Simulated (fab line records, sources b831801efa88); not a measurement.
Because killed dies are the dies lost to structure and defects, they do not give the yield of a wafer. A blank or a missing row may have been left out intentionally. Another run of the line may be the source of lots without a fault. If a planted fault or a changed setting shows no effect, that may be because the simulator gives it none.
A lot that was struck, set against a sound lot / flow sky130 / 31 steps out of a route of 708
Sound: wafers L637.3, L637.5, L637.6. Struck: wafers L646.3, L646.4, L646.5. Last of all comes the cause.
Each step with rows lists, per side, the tool, then ch with its chambers, then its first start. Under that, the readings that differ: sound wafers / struck wafers / difference of the means / sigmas: that difference in standard deviations of wafers without a fault.
alike: words and numbers the same on both sides, and readings whose means are apart by under 2 such deviations; not compared: readings that were withheld, readings missing a value for some wafer, numbers with overlapping values and no deviation given by the record, and bounds like >300 which may hide the same value.
Wherever a step has rows on one side only, a row that says differs or no value, or a row with sigmas, the two part there. Non-overlapping numbers with no deviation appear without sigmas and do not part them. A reading that every wafer of one side lacks parts them only if that side has two wafers or more.

SKY_PWDE_OVL_MEAS_07:
  sound on overlay-02, day 4 06:11; struck on overlay-01, day 6 05:51
  alike: PWDE_OVL
following that, these wafers have no rows for 1 step: SKY_PWDE_IMPLANT_08.
SKY_PWDE_STRIP_09: strips in O2/N2.
  sound on plasma-asher-04 ch 0,1, day 4 06:24; struck on plasma-asher-04 ch 0,1, day 6 06:06
  alike: drypump-motor-current-A, oes-product-au, strip-time-to-endpoint-s
  not compared: rf-hours-counter-h
SKY_PWDE_TW_MEAS_10:
  sound on film-metro-04, day 4 06:29; struck on film-metro-03, day 6 06:11
  alike: PWDE_TW
then, 7 steps without rows for these wafers: SKY_NWELL_DEHYDRATE_03 (time 60 s); SKY_NWELL_HMDS_04 (prime time 60 s); SKY_NWELL_COAT_05 (resist thk 3000 nm); SKY_NWELL_SOFTBAKE_06; SKY_NWELL_EXPOSE_07 (exposes mask NWM, target cd 840 nm); SKY_NWELL_PEB_08; SKY_NWELL_DEVELOP_09 (develop time 60 s).
SKY_NWELL_OVL_MEAS_10:
  sound on overlay-02, day 4 23:26; struck on overlay-02, day 7 01:24
  alike: NWELL_00_OVL
SKY_NWELL_IMPLANT_11:
  sound on implanter-02 ch 0, day 4 23:31; struck on implanter-03 ch 0, day 7 01:28
reading=beam-energy-keV; sound=400.10 400.13 400.03; struck=487.39 487.41 487.53; difference=+87.36; sigmas=+99 or more
reading=model.implant.rp-nm (nm); sound=507.4 507.4 507.4; struck=587 587 587; difference=+80; sigmas=
reading=model.implant.drp-nm (nm); sound=116.9 116.9 116.9; struck=128.8 128.8 128.8; difference=+11.9; sigmas=
  alike: dose-ions-cm2, end-station-pressure-torr
then, 2 steps without rows for these wafers: SKY_NWELL_IMPLANT_12; SKY_NWELL_IMPLANT_13.
SKY_NWELL_STRIP_14: strips in O2/N2.
  sound on plasma-asher-02 ch 0,1, day 4 23:57; struck on plasma-asher-01 ch 0,1, day 7 01:55
  alike: drypump-motor-current-A, oes-product-au, strip-time-to-endpoint-s
  not compared: rf-hours-counter-h
SKY_NWELL_TW_MEAS_15:
  sound on film-metro-02, day 5 00:02; struck on film-metro-04, day 7 02:13
reading=NWELL_TW; sound=1839 1839 1830; struck=1875 1878 1874; difference=+40; sigmas=+5
  not compared: hold
then, 6 steps without rows for these wafers: SKY_NWELL_HMDS_17 (prime time 60 s); SKY_NWELL_COAT_18 (resist thk 3000 nm); SKY_NWELL_SOFTBAKE_19; SKY_NWELL_EXPOSE_20 (exposes mask NWM COMPLEMENT, target cd 840 nm); SKY_NWELL_PEB_21; SKY_NWELL_DEVELOP_22 (develop time 60 s).
SKY_NWELL_OVL_MEAS_23:
  sound on overlay-02, day 5 17:47; struck on overlay-02, day 7 20:18
  alike: NWELL_01_OVL
following that, these wafers have no rows for 1 step: SKY_NWELL_IMPLANT_24.
SKY_NWELL_STRIP_25: strips in O2/N2.
  sound on plasma-asher-01 ch 0,1, day 5 18:00; struck on plasma-asher-01 ch 0,1, day 7 20:37
  alike: drypump-motor-current-A, oes-product-au, strip-time-to-endpoint-s
  not compared: rf-hours-counter-h
SKY_NWELL_TW_MEAS_26:
  sound on film-metro-03, day 5 18:05; struck on film-metro-02, day 7 20:41
  alike: NWELL_2_TW
then, 1 step without rows for these wafers: SKY_NWELL_CLEAN_27 (cleans in SC1/SC2, time 150 s).
SKY_NWELL_RTA_28: time 30 s.
  sound on rtp-anneal-02 ch 0, day 5 18:14; struck on rtp-anneal-02 ch 0, day 7 20:49
  alike: lamp-power-pct, wafer_temp_C_max
SKY_NWELL_RS_MEAS_29: measurement is done with a four-point probe.
  sound on film-metro-03, day 5 18:25; struck on film-metro-04, day 7 21:17
reading=NWELL_RS (ohm/sq); sound=623.2 623.2 625.2; struck=593.4 595.4 595.1; difference=-29.2; sigmas=-19
  not compared: hold
-- the record jumps here: 40 days lie between the struck wafers' starts before and after (it left off in module NWELL and takes up again in module PAD_OPEN, whose first step shown is number 708 of the route) --
SKY_PAD_OPEN_PROBE_99:
  sound on prober-02, day 46 08:28; struck on prober-02, day 47 21:54
reading=model.etest.nfet_16v.r-on-ohm-um; sound=1.431e+04 1.431e+04 1.442e+04; struck=1.586e+04 1.603e+04 1.593e+04; difference=+1.593e+03; sigmas=
reading=model.etest.pfet_16v.r-on-ohm-um; sound=1.505e+04 1.512e+04 1.519e+04; struck=1.441e+04 1.443e+04 1.418e+04; difference=-7.800e+02; sigmas=
reading=model.etest.res-nwell.line-ohm-um; sound=1060 1066 1067; struck=861.4 860.9 860.7; difference=-203.3; sigmas=
reading=model.etest.res-nwell.rs-ohm-sq; sound=890.5 910.8 916.2; struck=738.8 733.5 732.2; difference=-171.0; sigmas=
reading=model.etest.pfet-g5v0d10v5.r-on-ohm-um; sound=4818 4794 4857; struck=4644 4715 4644; difference=-155; sigmas=
reading=model.etest.tip_p_5v.rs-ohm-sq; sound=2865 2859 2864; struck=2727 2749 2748; difference=-121; sigmas=
reading=model.etest.pfet_16v.drive-ua-um; sound=248.1 247.9 243.5; struck=272.1 269.8 269.1; difference=+23.8; sigmas=
reading=model.etest.pfet-g5v0d10v5.drive-ua-um; sound=334.8 339.9 334.2; struck=356.3 353.7 356.9; difference=+19.3; sigmas=
  alike: killed_at_M0_to_M3, killed_at_M4_up, killed-at-contacts, killed-at-front-end, killed-at-other, killed-dies, killed-open, killed-short

== WHERE THEY PART ==
Last at SKY_NWELL_RS_MEAS_29 as far as this record goes, first at SKY_NWELL_IMPLANT_11. Later steps at which nothing parts them and some readings are alike: SKY_PAD_OPEN_PROBE_99.

WHY: what had been put in by the simulator
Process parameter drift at SKY_NWELL_IMPLANT_11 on implanter-03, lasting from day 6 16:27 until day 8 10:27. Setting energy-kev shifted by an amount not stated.
